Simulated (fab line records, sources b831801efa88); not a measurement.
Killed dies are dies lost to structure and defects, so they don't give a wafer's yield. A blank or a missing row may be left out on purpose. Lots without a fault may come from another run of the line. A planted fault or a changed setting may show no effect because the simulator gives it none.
A struck lot beside a sound one | flow sky130 | 35 steps out of a route of 708
Sound: wafers L130.1, L130.4, L130.6. Struck: wafers L132.2, L132.5. (L132.3 of the same lot was not struck and is left out.) The cause comes at the end.
At each step with rows: each side's tool, then ch and its chambers, then its first start. Under that, the readings that differ: sound wafers | struck wafers | difference of the means | sigmas: that difference in standard deviations of wafers without a fault.
alike: readings whose means differ by less than 2 such deviations, and words and numbers that are the same on both sides. not compared: withheld readings, readings that some wafer has no value for, bounds like >300 that may hide the same value, and numbers for which the record gives no deviation and whose values overlap.
The two part at a step that has a row with sigmas, a row that says differs or no value, or rows on one side only. Numbers that don't overlap but have no deviation are shown without sigmas and don't part them. A reading that every wafer of one side lacks parts them only if that side has two wafers or more.

first, 5 steps without rows for these wafers: SKY_METAL5_SOFTBAKE_10 (time 60 s); SKY_METAL5_EXPOSE_11 (exposes mask MM5, target cd 1600 nm); SKY_METAL5_PEB_12; SKY_METAL5_DEVELOP_13 (develop time 60 s); SKY_METAL5_DESCUM_14 (chemistry O2, time 11 s).
SKY_METAL5_METAL_ETCH_15: etches the open film in Cl2/BCl3, stops on SiO2, target depth 1260 nm, time 252 s.
  sound on rie_metal-01 ch 0,1, day 44 07:58; struck on rie_metal-02 ch 0,1, day 44 22:23
  alike: drypump_motor_current_A, oes_product_au, throttle_valve_pct
  not compared: rf_hours_counter_h
SKY_METAL5_STRIP_16: strips in O2/N2.
  sound on plasma_asher-02 ch 0, day 44 08:12; struck on plasma_asher-01 ch 0, day 44 22:37
  reading                     | sound       | struck  | difference | sigmas
  drypump_motor_current_A (A) | 6.1 6.1 6.1 | 5.0 5.0 | -1.1       | -4
  alike: o2_flow_sccm, oes_product_au, strip_time_to_endpoint_s
  not compared: rf_hours_counter_h
then, 3 steps without rows for these wafers: SKY_METAL5_STRIP_17 (strips in post etch residue remover, time 1200 s); SKY_METAL5_CLEAN_18 (cleans in IPA, time 180 s); SKY_METAL5_CLEAN_19 (cleans in O3/DIW).
SKY_PASSIVATION_CVD_00: deposits SiO2, target thk 90 nm.
  sound on pecvd-01 ch 0,1,2, day 44 08:48; struck on pecvd-02 ch 0,1, day 44 23:13
  alike: heater_power_w
SKY_PASSIVATION_THK_MEAS_01:
  sound on film_metro-04, day 44 08:49; struck on film_metro-02, day 44 23:14
  alike: PASSIVATION_CVD_00_THK
SKY_PASSIVATION_CVD_02: deposits Si3N4, target thk 540 nm.
  sound on pecvd-02 ch 0,2, day 44 08:53; struck on pecvd-03 ch 0, day 44 23:17
  reading                                       | sound             | struck    | difference | sigmas
  model.Si3N4_of_PASSIVATION_CVD_02.thk_nm (nm) | 537.7 547.3 542.4 | 673.4 683 | +135.7     |
  alike: heater_power_w
SKY_PASSIVATION_THK_MEAS_03:
  sound on film_metro-03, day 44 09:07; struck on film_metro-02, day 44 23:32
  reading                     | sound       | struck  | difference | sigmas
  PASSIVATION_CVD_02_THK (nm) | 538 548 542 | 674 683 | +136       | +23
then, 7 steps without rows for these wafers: SKY_PASSIVATION_DEHYDRATE_04 (time 60 s); SKY_PASSIVATION_HMDS_05 (prime time 60 s); SKY_PASSIVATION_COAT_06 (resist thk 3000 nm); SKY_PASSIVATION_SOFTBAKE_07; SKY_PASSIVATION_EXPOSE_08 (exposes mask NSM, target cd 3000 nm); SKY_PASSIVATION_PEB_09; SKY_PASSIVATION_DEVELOP_10 (develop time 60 s).
SKY_PASSIVATION_ETCH_11: etches the open film in CF4/O2, stops on AlCu, target depth 725 nm, time 161.1 s.
  sound on rie_diel-02 ch 0,3, day 45 07:14; struck on rie_diel-03 ch 2, day 45 19:56
  reading                                 | sound             | struck      | difference | sigmas
  drypump_motor_current_A (A)             | 5.8 5.8 6.1       | 4.9 4.9     | -1.0       | -2
  oes_product_au (a.u.)                   | 0.977 0.986 0.979 | 0.957 0.964 | -0.020     | -3
  model.etch.depth_nm (nm)                | 702.9 713 708.4   | 673.4 683   | -29.9      |
  model.PASSIVATION.feature_depth_nm (nm) | 702.9 713 708.4   | 673.4 683   | -29.9      |
  alike: throttle_valve_pct
  not compared: rf_hours_counter_h
SKY_PASSIVATION_STRIP_12: strips in O2/N2.
  sound on plasma_asher-01 ch 0,1, day 45 07:23; struck on plasma_asher-04 ch 0,1, day 45 20:02
  reading                      | sound             | struck      | difference | sigmas
  drypump_motor_current_A (A)  | 5.8 5.0 5.0       | 6.2 6.1     | +0.9       | +2
  o2_flow_sccm (sccm)          | 3005 3001 3023    | 2989 2993   | -19        | -2
  strip_time_to_endpoint_s (s) | 31.74 31.76 31.60 | 31.40 31.46 | -0.27      | -2
  alike: oes_product_au
  not compared: rf_hours_counter_h
then, 7 steps without rows for these wafers: SKY_PAD_OPEN_DEHYDRATE_00 (time 60 s); SKY_PAD_OPEN_HMDS_01 (prime time 60 s); SKY_PAD_OPEN_COAT_02 (resist thk 3000 nm); SKY_PAD_OPEN_SOFTBAKE_03; SKY_PAD_OPEN_EXPOSE_04 (exposes mask PDM, target cd 60000 nm); SKY_PAD_OPEN_PEB_05; SKY_PAD_OPEN_DEVELOP_06 (develop time 60 s).
SKY_PAD_OPEN_ETCH_07: etches the open film in CF4/O2, stops on AlCu, target depth 725 nm, time 161.1 s.
  sound on rie_diel-03 ch 0,2, day 46 04:26; struck on rie_diel-03 ch 0,2, day 46 16:41
  reading                              | sound             | struck      | difference | sigmas
  oes_product_au (a.u.)                | 0.972 0.986 0.975 | 0.963 0.957 | -0.018     | -3
  model.etch.depth_nm (nm)             | 702.9 713 708.4   | 673.4 683   | -29.9      |
  model.PAD_OPEN.feature_depth_nm (nm) | 702.9 713 708.4   | 673.4 683   | -29.9      |
  alike: drypump_motor_current_A, throttle_valve_pct
  not compared: rf_hours_counter_h
SKY_PAD_OPEN_STRIP_08: strips in O2/N2.
  sound on plasma_asher-04 ch 1, day 46 04:32; struck on plasma_asher-02 ch 0,1, day 46 16:47
  reading                      | sound             | struck      | difference | sigmas
  oes_product_au (a.u.)        | 0.669 0.669 0.665 | 0.656 0.661 | -0.009     | -2
  strip_time_to_endpoint_s (s) | 36.85 36.92 37.01 | 37.18 37.13 | +0.23      | +2
  alike: drypump_motor_current_A, o2_flow_sccm
  not compared: rf_hours_counter_h
SKY_PAD_OPEN_STRIP_09: strips in post etch residue remover, time 1200 s.
  sound on wet_bench-01 ch 1, day 46 04:38; struck on wet_bench-04 ch 2, day 46 16:53
  reading                                       | sound           | struck    | difference | sigmas
  model.Si3N4_of_PASSIVATION_CVD_02.thk_nm (nm) | 537.4 547 542.1 | 673 682.6 | +136       |
then, 2 steps without rows for these wafers: SKY_PAD_OPEN_CLEAN_10 (cleans in IPA, time 180 s); SKY_PAD_OPEN_PROBE_99.

WHERE THEY PART
First at SKY_METAL5_STRIP_16; last, within this record, at SKY_PAD_OPEN_STRIP_08.

WHY: what the simulator had put in
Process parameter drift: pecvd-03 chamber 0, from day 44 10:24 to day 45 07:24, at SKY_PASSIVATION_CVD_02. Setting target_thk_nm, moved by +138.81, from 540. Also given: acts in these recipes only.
